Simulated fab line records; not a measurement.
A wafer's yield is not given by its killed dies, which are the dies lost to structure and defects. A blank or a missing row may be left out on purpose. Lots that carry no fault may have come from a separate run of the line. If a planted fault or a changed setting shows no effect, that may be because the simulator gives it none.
What tool caused it? | flow sky130 | 15 lots, 45 wafers sampled, at 5 steps of a route of 708

== WHAT EACH GAUGE READ, for each wafer ==
SKY_FIELD_ISO_THK_MEAS_02.
lot  | measured    | on            | FIELD_ISO_OXIDATION_00_THK (nm)
L319 | day 1 12:07 | film metro-04 | 12.73 12.77 12.72
L322 | day 2 02:40 | film metro-03 | 12.01 12.06 11.96
L323 | day 2 08:20 | film metro-04 | 12.22 12.14 12.39
L324 | day 2 12:50 | film metro-04 | 12.79 12.72 12.75
L325 | day 2 17:51 | film metro-03 | 12.44 12.31 12.50
L328 | day 3 11:26 | film metro-04 | 12.21 12.25 11.90
L329 | day 3 18:23 | film metro-04 | 12.30 12.42 12.33
L330 | day 4 03:08 | film metro-01 | 12.58 12.73 12.59
L331 | day 4 03:10 | film metro-04 | 12.71 12.47 12.53
L335 | day 4 19:38 | film metro-03 | 12.51 12.46 12.41
L336 | day 5 00:38 | film metro-03 | 12.61 12.52 12.52
L337 | day 5 06:46 | film metro-03 | 12.33 11.93 12.18
L340 | day 5 20:38 | film metro-03 | 12.51 12.44 12.19
L341 | day 6 02:14 | film metro-03 | 12.19 12.24 12.27
L342 | day 6 06:57 | film metro-04 | 12.43 12.36 12.31

SKY_NWELL_OVL_MEAS_10.
lot  | measured     | on         | NWELL_00_OVL (nm)
L319 | day 4 10:49  | overlay-01 | 5.1 4.8 1.6
L322 | day 6 03:35  | overlay-02 | 3.1 3.3 2.4
L323 | day 6 10:44  | overlay-02 | -0.8 -0.6 2.6
L324 | day 6 10:38  | overlay-01 | 0.8 1.9 2.1
L325 | day 6 16:14  | overlay-01 | 1.7 0.8 1.1
L328 | day 7 01:35  | overlay-01 | 2.3 2.7 3.8
L329 | day 7 03:44  | overlay-02 | -0.5 2.1 1.4
L330 | day 7 14:46  | overlay-02 | 2.6 0.7 4.3
L331 | day 7 14:38  | overlay-01 | 0.0 2.4 -0.1
L335 | day 8 09:50  | overlay-02 | -0.4 0.6 -1.4
L336 | day 8 16:05  | overlay-01 | 0.6 2.8 0.4
L337 | day 8 21:40  | overlay-01 | 1.8 2.8 2.9
L340 | day 9 20:16  | overlay-02 | 0.3 0.2 1.0
L341 | day 9 22:53  | overlay-01 | 1.0 0.3 3.9
L342 | day 10 03:05 | overlay-02 | 0.5 1.7 2.0

SKY_VT_ADJUST_LVTN_TW_MEAS_10.
lot  | measured     | on            | VT_ADJUST_LVTN_TW
L319 | day 6 17:45  | film metro-02 | 241.6 241.8 242.8
L322 | day 8 14:55  | film metro-02 | 244.2 244.4 245.0
L323 | day 8 23:44  | film metro-02 | 244.6 245.0 245.3
L324 | day 8 22:25  | film metro-02 | 244.2 242.7 244.9
L325 | day 9 04:40  | film metro-03 | 240.8 240.4 241.4
L328 | day 9 16:47  | film metro-01 | 242.3 242.4 243.1
L329 | day 9 18:47  | film metro-03 | 241.3 240.9 240.6
L330 | day 10 09:03 | film metro-01 | 241.1 241.1 242.4
L331 | day 10 07:56 | film metro-02 | 242.3 242.5 243.3
L335 | day 11 05:58 | film metro-02 | 30.3 30.3 30.2
L336 | day 11 11:08 | film metro-01 | 30.3 30.2 30.2
L337 | day 11 19:12 | film metro-03 | 30.2 30.2 30.2
L340 | day 12 19:01 | film metro-02 | 243.6 243.5 242.4
L341 | day 12 22:23 | film metro-02 | 242.8 244.6 244.1
L342 | day 13 03:43 | film metro-01 | 244.1 243.1 243.4

== WHICH TOOL RAN EACH LOT (tool, then ch and the chambers of the sampled wafers, then the start) ==
lot  | SKY_FIELD_ISO_ETCH_14             | SKY_VT_ADJUST_LVTN_IMPLANT_08
L319 | rie diel-01 ch 0,2,3, day 2 05:34 | implanter-04 ch 0, day 6 17:30
L322 | rie diel-04 ch 0,2, day 2 20:41   | implanter-02 ch 0, day 8 14:42
L323 | rie diel-02 ch 0,3, day 3 01:46   | implanter-01 ch 0, day 8 23:32
L324 | rie diel-04 ch 0,3, day 3 05:37   | implanter-04 ch 0, day 8 22:11
L325 | rie diel-01 ch 1,2,3, day 3 12:10 | implanter-02 ch 0, day 9 04:25
L328 | rie diel-04 ch 0,1,3, day 4 04:55 | implanter-01 ch 0, day 9 16:34
L329 | rie diel-02 ch 0,1,2, day 4 10:42 | implanter-04 ch 0, day 9 18:34
L330 | rie diel-04 ch 0,2,3, day 4 23:46 | implanter-01 ch 0, day 10 08:48
L331 | rie diel-02 ch 2,3, day 4 23:59   | implanter-04 ch 0, day 10 07:41
L335 | rie diel-02 ch 0,1,2, day 5 15:41 | implanter-04, day 11 05:43
L336 | rie diel-01 ch 0,1,2, day 5 20:58 | implanter-04, day 11 10:53
L337 | rie diel-01 ch 2,3, day 6 04:03   | implanter-04, day 11 18:57
L340 | rie diel-04 ch 0,1,3, day 6 17:16 | implanter-04 ch 0, day 12 18:46
L341 | rie diel-02 ch 0,3, day 6 23:47   | implanter-02 ch 0, day 12 22:08
L342 | rie diel-01 ch 0,2,3, day 7 05:47 | implanter-02 ch 0, day 13 03:28
- SKY_FIELD_ISO_ETCH_14: etches BARC in N2/H2, stops on SiO2, time 45.9 s, target depth 60 nm.
- SKY_VT_ADJUST_LVTN_IMPLANT_08

== WHAT THE TOOLS THEMSELVES READ (means of the sampled wafers that have a number; where no wafer has one, the mark that the record gives instead) ==
SKY_FIELD_ISO_ETCH_14.
lot  | tool        | drypump motor current A (A) | oes product au (a.u.) | throttle valve pct (%)
L319 | rie diel-01 | 5.3                         | 0.855                 | 13.213
L322 | rie diel-04 | 5.6                         | 0.853                 | 13.228
L323 | rie diel-02 | 6.1                         | 0.854                 | 13.222
L324 | rie diel-04 | 6.1                         | 0.854                 | 13.235
L325 | rie diel-01 | 5.7                         | 0.855                 | 13.231
L328 | rie diel-04 | 6.1                         | 0.857                 | 13.226
L329 | rie diel-02 | 6.2                         | 0.854                 | 13.220
L330 | rie diel-04 | 5.8                         | 0.852                 | 13.228
L331 | rie diel-02 | 6.4                         | 0.857                 | 13.227
L335 | rie diel-02 | 6.2                         | 0.853                 | 13.223
L336 | rie diel-01 | 5.2                         | 0.857                 | 13.217
L337 | rie diel-01 | 5.4                         | 0.855                 | 13.226
L340 | rie diel-04 | 6.1                         | 0.855                 | 13.219
L341 | rie diel-02 | 6.1                         | 0.848                 | 13.226
L342 | rie diel-01 | 5.3                         | 0.850                 | 13.222

SKY_VT_ADJUST_LVTN_IMPLANT_08.
lot  | tool         | beam energy keV | beam on s (s)
L319 | implanter-04 | 29.994          | 9.95
L322 | implanter-02 | 30.010          | 10.08
L323 | implanter-01 | 30.006          | 10.10
L324 | implanter-04 | 30.002          | 9.84
L325 | implanter-02 | 29.997          | 9.76
L328 | implanter-01 | 30.008          | 9.92
L329 | implanter-04 | 29.999          | 10.11
L330 | implanter-01 | 30.001          | 10.20
L331 | implanter-04 | 29.996          | 9.98
L335 | implanter-04 | -               | -
L336 | implanter-04 | -               | -
L337 | implanter-04 | -               | -
L340 | implanter-04 | 30.005          | 9.98
L341 | implanter-02 | 30.000          | 10.16
L342 | implanter-02 | 30.001          | 10.02

== THE ANSWER, worked out from the rows above alone ==
Rule: usual is defined by the lots themselves. Put in order of their means at a reading, lots are off if they are a third of the lots or fewer, leave a main group of 4 or more, and stand apart from it by a gap of 3 or more times the standard deviation of the main group's means; of several such gaps the widest counts. A main group whose means are all the same, to the digits that the tables above print for the reading, isn't used. A lot without any number at a reading at which 4 lots or more have one is off too. Any other lot the step has rows for is counted as sound. Order of review: gauges by route order, followed by the tools' own readings, for which a lot's mean as printed above is used. At the first step where some lot is off, the reading lying furthest off is the one used; lots without a number count as furthest.
Off: L335, L336, L337, at SKY_VT_ADJUST_LVTN_TW_MEAS_10 (VT_ADJUST_LVTN_TW). For the main group the mean is 242.9 and the standard deviation 1.3.
If a tool, at a process step before that reading, ran all the lots that are off and no sound lot after the first of them, it fits. The gauges at SKY_VT_ADJUST_LVTN_TW_MEAS_10 aren't tried: what is off there is off at SKY_VT_ADJUST_LVTN_IMPLANT_08 too, on other tools, and a gauge's error can't cause that. None of those tried fits.

== WHAT THE SIMULATOR HAD INSERTED ==
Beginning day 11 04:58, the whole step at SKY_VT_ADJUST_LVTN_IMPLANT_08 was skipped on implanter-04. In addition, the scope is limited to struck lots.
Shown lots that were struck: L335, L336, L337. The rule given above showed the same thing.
